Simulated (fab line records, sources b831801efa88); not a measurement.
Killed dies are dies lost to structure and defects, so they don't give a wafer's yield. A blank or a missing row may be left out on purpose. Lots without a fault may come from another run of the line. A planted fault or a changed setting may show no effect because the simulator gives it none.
fab line records | flow sky130
record lots=6 wafers=18 last_day=50
route steps=708 shown VT_ADJUST_PCH@151 SONOS_TUNNEL@154
lots that met no fault: from a run of the same line without faults
start_h: hours from the record's first day to the start of the lot's first wafer shown | wait_h: hours since the lot's step before | " the same as in the row above | L1.1+2: a row that stands for several wafers | - no value, or no start given | * or withheld: withheld | < > ~ a bound
route shown NAME@n: a module of which the file shows steps, and the number in the route of the first | usual: mean/standard deviation of fault-free wafers | same: alike in all rows | chamber/n: place in a boat | sites: the reading at each site | _std_site: their standard deviation | _edge_site: outer sites' mean less inner sites' | radius_mm: how far each site lies from the wafer's centre | mask NAME#n: copy n | behind: the tool/chamber that last shaped the wafer | hold: why the lot was held/for how many hours/how that ended | device: the transistor (n, p or np) that didn't switch | end of line: the same wafers' tests at the end of the route | a step without rows: its recipe alone | killed: dies lost to structure and defects at the first sort, not the wafer's yield | map: a wafer's dies, x killed, . not, _ none there
set.NAME: the setting as run; set.NAME@STEP: as run at that earlier step | model.NAME: the simulator's own value behind a step, which no gauge read
lots at some steps of the route; a table a step, a row a wafer
services: from which hour (start_h, from the record's first day; less than 0 if before it) a tool's chamber was out of use, for how many hours, and why
## steps
# step SKY_VT_ADJUST_PCH_IMPLANT_08
# recipe species=B energy_kev=10 dose_cm2=5e+11 tilt_deg=withheld
# step SKY_VT_ADJUST_PCH_STRIP_09
# recipe chemistry=O2/N2 power_w=1400 pressure_mtorr=1500 platen_temp_c=withheld o2_flow_sccm=3000 n2_flow_sccm=300 overash_fraction=0.5
# usual drypump_motor_current_A=5.98/0.3 oes_product_au=0.722/0.0044 strip_time_to_endpoint_s=36.93/0.1
# columns lot.wafer tool chamber start_h wait_h drypump_motor_current_A oes_product_au rf_hours_counter_h strip_time_to_endpoint_s
L381.2 plasma_asher-04 1 230.77 0.1 6.10 0.716 52 36.99
L381.4 " 0 " " 6.25 0.723 - 36.94
L381.6 " 1 " " 6.11 0.721 - 36.93
L391.2 plasma_asher-04 1 301.98 0.1 6.09 0.718 59 37.07
L391.4 " 0 " " 6.29 0.723 - 37.11
L391.6 " 0 " " 6.27 0.730 - 37.05
L395.2 plasma_asher-04 1 333.98 0.1 6.11 0.727 62 36.95
L395.4 " 1 " " 6.10 0.726 - 36.91
L395.5 " 0 " " 6.25 0.721 - 36.89
L401.2 plasma_asher-01 0 380.53 0.1 5.81 0.719 70 36.85
L401.4 " 1 " " 5.49 0.727 - 36.72
L401.6 " 1 " " 5.48 0.722 - 36.88
L403.2 plasma_asher-04 0 411.62 0.1 6.25 0.726 69 36.93
L403.3 " 0 " " 6.26 0.720 - 36.96
L403.4 " 1 " " 6.09 0.715 - 37.07
L404.1 plasma_asher-04 1 419.93 0.1 6.11 0.726 70 37.02
L404.2 " 0 " " 6.23 0.725 70 36.97
L404.6 " 0 " " 6.23 0.726 - 37.06
# step SKY_VT_ADJUST_PCH_TW_MEAS_10
# usual VT_ADJUST_PCH_TW=141.4/0.85
# columns lot.wafer tool chamber start_h wait_h VT_ADJUST_PCH_TW
L381.2 film_metro-02 - 230.88 0.1 140.9
L381.4 " - " " 140.7
L381.6 " - " " 141.0
L391.2 film_metro-02 - 302.09 0.1 140.9
L391.4 " - " " 141.7
L391.6 " - " " 141.0
L395.2 film_metro-01 - 334.09 0.1 142.2
L395.4 " - " " 142.4
L395.5 " - " " 141.5
L401.2 film_metro-03 - 380.64 0.1 140.8
L401.4 " - " " 140.7
L401.6 " - " " 141.5
L403.2 film_metro-03 - 411.73 0.1 141.9
L403.3 " - " " 141.7
L403.4 " - " " 142.8
L404.1 film_metro-01 - 420.03 0.1 142.3
L404.2 " - " " 143.5
L404.6 " - " " 142.8
# step SKY_SONOS_TUNNEL_DEHYDRATE_00
# recipe temp_c=200 time_s=60
# step SKY_SONOS_TUNNEL_HMDS_01
# recipe prime_time_s=60 prime_temp_c=120
# step SKY_SONOS_TUNNEL_COAT_02
# recipe resist=NOVOLAK spin_rpm=3000 resist_thk_nm=1140
# step SKY_SONOS_TUNNEL_SOFTBAKE_03
# recipe temp_c=90 time_s=60 resist=NOVOLAK
# step SKY_SONOS_TUNNEL_EXPOSE_04
# recipe mask_id=TUNM na=0.6 source_shape=conventional sigma_outer=0.6 polarization=unpolarized target_cd_nm=410 dose_mj=136
# step SKY_SONOS_TUNNEL_PEB_05
# recipe temp_c=withheld time_s=* resist=NOVOLAK
# step SKY_SONOS_TUNNEL_DEVELOP_06
# recipe resist=NOVOLAK developer=TMAH develop_time_s=60 dev_temp_c=23
# step SKY_SONOS_TUNNEL_CD_MEAS_07
# recipe target_cd_nm=410
# usual cd_nm=409.5/1.9
# columns lot.wafer tool chamber start_h wait_h cd_nm
L381.2 cd_sem-02 - 254.01 0.1 410.8
L381.4 " - " " 412.0
L381.6 " - " " 412.2
L391.2 cd_sem-01 - 327.27 0.1 411.4
L391.4 " - " " 412.5
L391.6 " - " " 412.6
L395.2 cd_sem-01 - 361.57 0.1 407.9
L395.4 " - " " 410.3
L395.5 " - " " 409.0
L401.2 cd_sem-01 - 410.11 0.1 407.9
L401.4 " - " " 407.3
L401.6 " - " " 406.8
L403.2 cd_sem-01 - 442.52 0.1 409.5
L403.3 " - " " 410.9
L403.4 " - " " 411.7
L404.1 cd_sem-01 - 451.10 0.1 406.5
L404.2 " - " " 405.5
L404.6 " - " " 407.3
# step SKY_SONOS_TUNNEL_OVL_MEAS_08
# usual SONOS_TUNNEL_OVL=0.0/1.6
# columns lot.wafer tool chamber start_h wait_h SONOS_TUNNEL_OVL[nm]
L381.2 overlay-01 - 254.12 0.1 2.2
L381.4 " - " " -0.3
L381.6 " - " " 0.4
L391.2 overlay-01 - 327.38 0.1 0.8
L391.4 " - " " 2.4
L391.6 " - " " 1.4
L395.2 overlay-02 - 361.68 0.1 -2.4
L395.4 " - " " -2.3
L395.5 " - " " -1.9
L401.2 overlay-01 - 410.22 0.1 0.5
L401.4 " - " " -0.3
L401.6 " - " " -0.2
L403.2 overlay-02 - 442.63 0.1 -0.1
L403.3 " - " " -0.3
L403.4 " - " " -1.7
L404.1 overlay-01 - 451.22 0.1 1.3
L404.2 " - " " -0.7
L404.6 " - " " 1.0
# step SKY_SONOS_TUNNEL_IMPLANT_09
# recipe species=B energy_kev=20 dose_cm2=1e+12 tilt_deg=withheld
# usual beam_energy_keV=20.000/0.0069
# columns lot.wafer tool chamber start_h wait_h beam_energy_keV model.implant.rp_nm model.implant.drp_nm
L381.2 implanter-04 0 254.17 0.0 19.995 64.3 28.34
L381.4 " 0 " " 19.993 64.3 28.34
L381.6 " 0 " " 20.003 64.3 28.34
L391.2 implanter-04 0 327.43 0.0 21.281 68.79 29.81
L391.4 " 0 " " 21.271 68.79 29.81
L391.6 " 0 " " 21.260 68.79 29.81
L395.2 implanter-04 0 361.73 0.0 21.279 72.2 29.81
L395.4 " 0 " " 21.270 72.2 29.81
L395.5 " 0 " " 21.279 72.2 29.81
L401.2 implanter-03 0 410.27 0.0 20.001 66.84 28.34
L401.4 " 0 " " 20.009 66.84 28.34
L401.6 " 0 " " 20.005 66.84 28.34
L403.2 implanter-03 0 442.68 0.0 19.991 68.13 28.34
L403.3 " 0 " " 20.001 68.13 28.34
L403.4 " 0 " " 19.990 68.13 28.34
L404.1 implanter-04 0 451.26 0.0 19.995 65.91 28.34
L404.2 " 0 " " 20.006 65.91 28.34
L404.6 " 0 " " 19.998 65.91 28.34
# step SKY_SONOS_TUNNEL_WET_ETCH_10
# recipe chemistry=dHF target_depth_nm=14 target=SiO2 dilution=100:1 temp_c=25 time_s=280
## services
# columns tool chamber start_h hours kind
implanter-04 - 262.56 2.2 repair
implanter-03 - 290.48 4.1 pm
implanter-03 - 295.43 5.0 repair
plasma_asher-04 - 342.92 3.4 repair
plasma_asher-04 - 346.48 14.6 pm
implanter-03 - 414.65 2.5 repair
plasma_asher-04 - 421.25 9.0 pm
plasma_asher-04 0 421.25 9.0 vent_cycle
plasma_asher-04 1 421.25 9.0 vent_cycle
implanter-04 - 423.47 4.1 pm
plasma_asher-04 0 430.25 - clean
plasma_asher-04 1 430.25 - clean
## key
first_sign step=SKY_SONOS_TUNNEL_IMPLANT_09 reading=beam_energy_keV direction=up sigmas=99+ usual=* struck=*
effect none on later readings
model_effect step=SKY_SONOS_TUNNEL_IMPLANT_09 value=implant.rp_nm without=66.33 struck=70.5
met_at SKY_SONOS_TUNNEL_IMPLANT_09
struck_wafers L391.2,L391.4,L391.6,L395.2,L395.4,L395.5
sort_left_out L391.2,L391.4,L391.6
tester_left_out L391,L395
onset_between 254.17 327.43
fault kind=process_parameter_drift tool=implanter-04 chamber=- onset_h=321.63 steps=SKY_SONOS_TUNNEL_IMPLANT_09 channel=energy_kev offset=* shape=step end_h=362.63 acts_in=* stated=*
# tester_left_out: of these lots the tester's yield and bins aren't shown, on N5 and GAA mostly nor the transistor test; their killed dies are dies lost to structure and defects alone, not to doping, threshold or leakage, so they don't give the yield
# sort_left_out: the simulated sort isn't trusted on such a fault, so these wafers' sort isn't shown, and their yield isn't known
